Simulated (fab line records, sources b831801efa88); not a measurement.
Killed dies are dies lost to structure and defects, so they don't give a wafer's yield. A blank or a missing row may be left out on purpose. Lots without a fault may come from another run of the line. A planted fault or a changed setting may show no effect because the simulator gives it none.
fab line records | flow sky130
record lots=13 wafers=39 last_day=50
route steps=708 shown FIELD_ISO@15 VT_ADJUST_LVTN@104 VT_ADJUST_NCORE@126 RES_PROTECT@215
lots that met no fault: from a run of the same line without faults
start_h: hours from the record's first day to the start of the lot's first wafer shown | wait_h: hours since the lot's step before | " the same as in the row above | L1.1+2: a row that stands for several wafers | - no value, or no start given | * or withheld: withheld | < > ~ a bound
route shown NAME@n: a module of which the file shows steps, and the number in the route of the first | usual: mean/standard deviation of fault-free wafers | same: alike in all rows | chamber/n: place in a boat | sites: the reading at each site | _std_site: their standard deviation | _edge_site: outer sites' mean less inner sites' | radius_mm: how far each site lies from the wafer's centre | mask NAME#n: copy n | behind: the tool/chamber that last shaped the wafer | hold: why the lot was held/for how many hours/how that ended | device: the transistor (n, p or np) that didn't switch | end of line: the same wafers' tests at the end of the route | a step without rows: its recipe alone | killed: dies lost to structure and defects at the first sort, not the wafer's yield | map: a wafer's dies, x killed, . not, _ none there
set.NAME: the setting as run; set.NAME@STEP: as run at that earlier step | model.NAME: the simulator's own value behind a step, which no gauge read
steps of the route over a sample of lots; a table a step, a row a wafer
services: from which hour (start_h, from the record's first day; less than 0 if before it) a tool's chamber was out of use, for how many hours, and why
## steps
# step SKY_FIELD_ISO_ETCH_14
# recipe chemistry=N2/H2 target=BARC ion_energy_ev=200 source_w=500 bias_w=100 pressure_mtorr=30 n2_flow_sccm=100 h2_flow_sccm=200 stop_on=SiO2 time_s=45.9 target_depth_a=600
# usual bias_w=100.0/0.3 drypump_motor_current_A=5.7/0.44 oes_product_au=0.854/0.0047 throttle_valve_pct=13.225/0.0092
# columns lot.wafer tool chamber start_h wait_h bias_w drypump_motor_current_A oes_product_au rf_hours_counter_h throttle_valve_pct
L502.1 rie_diel-02 2 32.72 0.1 99.9 5.8 0.859 68 13.240
L502.3 " 1 " " 100.5 6.3 0.858 85 13.226
L502.6 " 3 " " 100.0 6.5 0.854 - 13.211
L504.1 rie_diel-04 2 44.98 0.1 100.7 5.9 0.852 3 13.231
L504.4 " 3 " " 100.2 5.6 0.847 66 13.228
L504.5 " 2 " " 100.1 5.9 0.855 - 13.231
L505.2 rie_diel-02 2 45.07 0.1 100.0 5.8 0.851 68 13.219
L505.5 " 1 " " 99.4 6.3 0.855 - 13.232
L505.6 " 2 " " 100.1 5.8 0.851 - 13.222
L507.1 rie_diel-03 2 55.48 0.1 99.7 4.8 0.860 166 13.216
L507.4 " 2 " " 99.7 4.8 0.852 - 13.234
L507.5 " 0 " " 100.1 5.8 0.858 - 13.225
L510.2 rie_diel-02 3 75.32 0.1 104.6 6.5 0.855 87 13.225
L510.3 " 2 " " 105.0 5.8 0.859 68 13.225
L510.4 " 3 " " 105.1 6.5 0.856 - 13.220
L511.3 rie_diel-04 2 75.67 0.1 99.8 5.9 0.855 4 13.232
L511.5 " 0 " " 99.4 5.2 0.855 - 13.233
L511.6 " 3 " " 99.6 5.5 0.850 - 13.233
L512.3 rie_diel-02 3 85.27 0.1 104.7 6.5 0.861 87 13.222
L512.5 " 1 " " 105.2 6.3 0.854 - 13.235
L512.6 " 2 " " 104.9 5.8 0.842 - 13.235
L514.1 rie_diel-03 0 95.37 0.1 100.2 5.8 0.865 42 13.232
L514.2 " 3 " " 100.3 5.6 0.856 8 13.231
L514.6 " 0 " " 99.8 5.8 0.853 - 13.237
L517.3 rie_diel-03 1 106.72 0.1 99.9 6.2 0.851 43 13.217
L517.5 " 3 " " 100.7 5.6 0.847 - 13.222
L517.6 " 1 " " 99.9 6.2 0.853 - 13.232
L518.2 rie_diel-03 2 114.92 0.1 100.0 4.8 0.850 0 13.230
L518.4 " 1 " " 99.9 6.2 0.851 44 13.226
L518.5 " 0 " " 99.9 5.7 0.856 - 13.230
L520.1 rie_diel-03 0 123.17 0.1 99.5 5.8 0.863 43 13.232
L520.4 " 2 " " 99.8 4.7 0.849 0 13.212
L520.5 " 1 " " 100.3 6.2 0.846 - 13.228
L524.1 rie_diel-03 2 144.77 0.1 100.1 4.7 0.857 1 13.230
L524.2 " 3 " " 100.3 5.6 0.857 9 13.201
L524.6 " 2 " " 100.1 4.8 0.846 - 13.228
L525.1 rie_diel-03 3 148.17 0.1 99.6 5.6 0.853 9 13.208
L525.2 " 2 " " 100.4 4.8 0.857 1 13.218
L525.6 " 3 " " 99.2 5.6 0.862 - 13.215
# step SKY_VT_ADJUST_LVTN_OVL_MEAS_07
# usual VT_ADJUST_LVTN_OVL=1.1/1.6
# columns lot.wafer tool chamber start_h wait_h VT_ADJUST_LVTN_OVL[nm]
L502.1 overlay-01 - 166.35 - 0.9
L502.3 " - " " 2.8
L502.6 " - " " 4.8
L505.2 overlay-02 - 182.41 - 2.8
L505.5 " - " " 0.6
L505.6 " - " " 1.1
L504.1 overlay-01 - 185.45 - 0.7
L504.4 " - " " 0.0
L504.5 " - " " 1.4
L507.1 overlay-01 - 197.25 - -2.0
L507.4 " - " " 0.0
L507.5 " - " " -0.5
L511.3 overlay-02 - 215.77 - 2.8
L511.5 " - " " 2.8
L511.6 " - " " -0.2
L510.2 overlay-01 - 218.31 - 0.3
L510.3 " - " " 1.2
L510.4 " - " " 2.8
L512.3 overlay-02 - 223.02 - 1.0
L512.5 " - " " 3.8
L512.6 " - " " 4.6
L514.1 overlay-02 - 229.15 - 0.1
L514.2 " - " " 0.8
L514.6 " - " " -2.4
L517.3 overlay-01 - 239.27 - 2.6
L517.5 " - " " 2.3
L517.6 " - " " 2.6
L518.2 overlay-02 - 248.41 - 0.5
L518.4 " - " " 0.8
L518.5 " - " " -0.2
L520.1 overlay-02 - 264.55 - 1.1
L520.4 " - " " 1.0
L520.5 " - " " 2.0
L524.1 overlay-02 - 287.40 - 1.4
L524.2 " - " " 0.6
L524.6 " - " " 3.8
L525.1 overlay-01 - 294.75 - -2.1
L525.2 " - " " -1.0
L525.6 " - " " -1.2
# step SKY_VT_ADJUST_NCORE_CD_MEAS_07
# recipe target_cd_nm=380
# usual cd_nm=380.4/2.2
# columns lot.wafer tool chamber start_h wait_h cd_nm
L502.1 cd_sem-02 - 209.85 0.1 378.5
L502.3 " - " " 375.5
L502.6 " - " " 377.7
L505.2 cd_sem-01 - 226.37 0.1 380.5
L505.5 " - " " 380.1
L505.6 " - " " 380.6
L504.1 cd_sem-02 - 229.64 0.1 383.6
L504.4 " - " " 383.9
L504.5 " - " " 381.1
L507.1 cd_sem-02 - 242.04 0.1 379.9
L507.4 " - " " 378.1
L507.5 " - " " 381.1
L511.3 cd_sem-01 - 261.49 0.1 381.6
L511.5 " - " " 380.6
L511.6 " - " " 380.5
L510.2 cd_sem-01 - 264.47 0.1 383.5
L510.3 " - " " 382.9
L510.4 " - " " 384.7
L512.3 cd_sem-01 - 269.24 0.1 379.1
L512.5 " - " " 378.1
L512.6 " - " " 380.3
L514.1 cd_sem-01 - 275.89 0.1 375.8
L514.2 " - " " 377.3
L514.6 " - " " 378.8
L517.3 cd_sem-01 - 287.99 0.1 383.6
L517.5 " - " " 383.2
L517.6 " - " " 381.8
L518.2 cd_sem-02 - 298.06 0.1 381.1
L518.4 " - " " 381.7
L518.5 " - " " 379.5
L520.1 cd_sem-02 - 314.29 0.1 380.7
L520.4 " - " " 378.8
L520.5 " - " " 377.8
L524.1 cd_sem-01 - 339.30 0.1 382.2
L524.2 " - " " 382.8
L524.6 " - " " 381.4
L525.1 cd_sem-01 - 347.30 0.1 383.2
L525.2 " - " " 380.4
L525.6 " - " " 380.4
# step SKY_RES_PROTECT_TW_MEAS_08
# usual POLY_GATE_TW=4059/23
# columns lot.wafer tool chamber start_h wait_h POLY_GATE_TW
L502.1 film_metro-04 - 369.15 0.1 4086
L502.3 " - " " 4088
L502.6 " - " " 4040
L505.2 film_metro-04 - 394.76 0.1 4063
L505.5 " - " " 4047
L505.6 " - " " 4033
L504.1 film_metro-04 - 396.25 0.1 4064
L504.4 " - " " 4062
L504.5 " - " " 4050
L507.1 film_metro-01 - 410.49 0.1 4088
L507.4 " - " " 4070
L507.5 " - " " 4060
L511.3 film_metro-04 - 444.62 0.1 4065
L511.5 " - " " 4050
L511.6 " - " " 4072
L510.2 film_metro-02 - 444.76 0.1 4047
L510.3 " - " " 4053
L510.4 " - " " 4028
L512.3 film_metro-01 - 453.46 0.1 4029
L512.5 " - " " 4051
L512.6 " - " " 4031
L514.1 film_metro-02 - 461.49 0.1 4023
L514.2 " - " " 3998
L514.6 " - " " 4032
L517.3 film_metro-02 - 478.46 0.1 4023
L517.5 " - " " 3996
L517.6 " - " " 4009
L518.2 film_metro-04 - 489.90 0.1 4049
L518.4 " - " " 4062
L518.5 " - " " 4043
L520.1 film_metro-01 - 504.64 0.1 4067
L520.4 " - " " 4084
L520.5 " - " " 4078
L524.1 film_metro-01 - 533.40 0.1 4048
L524.2 " - " " 4072
L524.6 " - " " 4046
L525.1 film_metro-01 - 538.80 0.1 4060
L525.2 " - " " 4057
L525.6 " - " " 4043
## services
# columns tool chamber start_h hours kind
rie_diel-02 3 11.93 14.0 repair
rie_diel-03 3 39.13 16.7 repair
rie_diel-02 1 45.48 4.1 repair
rie_diel-03 1 47.51 11.0 repair
rie_diel-04 1 59.01 3.1 repair
rie_diel-03 - 61.69 2.8 pm
rie_diel-03 - 68.75 4.3 pm
rie_diel-02 0 73.99 9.1 repair
rie_diel-03 3 75.88 4.6 repair
rie_diel-03 0 77.68 3.8 repair
rie_diel-04 0 79.90 - clean
rie_diel-04 0 79.90 24.3 scheduled_down
rie_diel-04 0 79.90 24.3 vent_cycle
rie_diel-03 2 94.19 - clean
rie_diel-03 2 94.19 18.4 scheduled_down
rie_diel-03 2 94.19 18.4 vent_cycle
rie_diel-02 - 108.31 0.7 repair
rie_diel-02 - 121.75 35.6 repair
rie_diel-04 - 137.80 15.6 pm
## key
first_sign step=SKY_FIELD_ISO_ETCH_14 reading=bias_w direction=up sigmas=16 usual=100.0 struck=104.9
effect none on later readings
met_at SKY_FIELD_ISO_ETCH_14
struck_lots L510,L512
tester_left_out L510,L512
not_acting_at SKY_VT_ADJUST_LVTN_OVL_MEAS_07,SKY_VT_ADJUST_NCORE_CD_MEAS_07,SKY_RES_PROTECT_TW_MEAS_08
onset_between 45.07 75.32
fault kind=process_parameter_drift tool=rie_diel-02 chamber=- onset_h=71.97 steps=SKY_FIELD_ISO_ETCH_14 channel=bias_w offset=5.0091 shape=step end_h=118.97 acts_in=these_recipes_only stated=100
# tester_left_out: of these lots the tester's yield and bins aren't shown, on N5 and GAA mostly nor the transistor test; their killed dies are dies lost to structure and defects alone, not to doping, threshold or leakage, so they don't give the yield
